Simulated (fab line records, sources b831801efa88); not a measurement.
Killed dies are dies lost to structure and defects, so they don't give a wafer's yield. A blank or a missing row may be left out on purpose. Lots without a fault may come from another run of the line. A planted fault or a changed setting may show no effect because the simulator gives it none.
Which tool did it? | flow sky130 | 11 lots, 33 wafers sampled, at 3 steps of a route of 708

WHAT THE GAUGES READ, wafer by wafer
SKY_SD_N_RS_MEAS_16: measures by four-point-probe.
lot  | measured     | on            | SD_N_RS (ohm/sq)
L353 | day 27 12:17 | film_metro-01 | 68.34 68.54 68.60
L354 | day 28 05:15 | film_metro-01 | 68.26 68.37 68.38
L356 | day 29 01:34 | film_metro-04 | 68.42 68.36 68.34
L358 | day 29 19:38 | film_metro-01 | 68.38 68.35 68.61
L362 | day 31 01:30 | film_metro-02 | 68.45 68.69 68.69
L363 | day 31 19:27 | film_metro-04 | 68.52 68.45 68.41
L365 | day 32 05:49 | film_metro-01 | 68.38 68.58 68.43
L366 | day 32 13:47 | film_metro-01 | 67.21 67.16 67.15
L368 | day 33 08:35 | film_metro-02 | 67.40 67.51 67.46
L373 | day 34 12:38 | film_metro-01 | 68.44 68.27 68.44
L375 | day 35 02:17 | film_metro-01 | 68.61 68.62 68.52

WHICH TOOL RAN EACH LOT (tool, then ch and the chambers of the sampled wafers, then the start)
lot  | SKY_SD_P_SOFTBAKE_03              | SKY_SD_N_RTA_14
L353 | litho_track-01 ch 0, day 24 11:08 | rtp_anneal-02 ch 0, day 27 12:06
L354 | litho_track-04 ch 0, day 25 03:29 | rtp_anneal-01 ch 0, day 28 05:04
L356 | litho_track-04 ch 0, day 26 01:49 | rtp_anneal-01 ch 0, day 29 01:23
L358 | litho_track-02 ch 0, day 26 19:07 | rtp_anneal-01 ch 0, day 29 19:27
L362 | litho_track-02 ch 0, day 28 01:03 | rtp_anneal-01 ch 0, day 31 01:19
L363 | litho_track-01 ch 0, day 28 20:02 | rtp_anneal-02 ch 0, day 31 19:15
L365 | litho_track-04 ch 0, day 29 07:05 | rtp_anneal-02 ch 0, day 32 05:37
L366 | litho_track-02 ch 0, day 29 15:10 | rtp_anneal-01 ch 0, day 32 13:37
L368 | litho_track-01 ch 0, day 30 10:58 | rtp_anneal-01 ch 0, day 33 08:24
L373 | litho_track-02 ch 0, day 31 16:43 | rtp_anneal-02 ch 0, day 34 12:27
L375 | litho_track-02 ch 0, day 32 07:12 | rtp_anneal-02 ch 0, day 35 02:06
- SKY_SD_P_SOFTBAKE_03: time 62.42 s.
- SKY_SD_N_RTA_14: time 2 s.

THE ANSWER, worked out from the rows above alone
Rule: what is usual is taken from the lots themselves. Put in order of their means at a reading, lots are off if they are a third of the lots or fewer, leave a main group of 4 or more, and stand apart from it by a gap of 3 or more times the standard deviation of the main group's means; of several such gaps the widest counts. A main group whose means are all the same, to the digits that the tables above print for the reading, isn't used. A lot without any number at a reading at which 4 lots or more have one is off too. The other lots that the step has rows for count as sound.
Off: L366, L368, at SKY_SD_N_RS_MEAS_16 (SD_N_RS). The main group: mean 68.46 ohm/sq, standard deviation 0.087.
A tool fits if, at a process step before that reading, it ran every lot that is off, and no sound lot after the first of them. The gauges at SKY_SD_N_RS_MEAS_16 are tried like those tools. One fits: rtp_anneal-01 at SKY_SD_N_RTA_14. Its last sound lot is L362 (day 31 01:19), its first lot that is off L366 (day 32 13:37): a fault that began between those two fits.

WHAT THE SIMULATOR HAD PUT IN
Process parameter drift: rtp_anneal-01, from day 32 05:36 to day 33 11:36, at SKY_SD_N_RTA_14. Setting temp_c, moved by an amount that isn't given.
Lots struck among those shown: L366, L368. The rule above found the same.
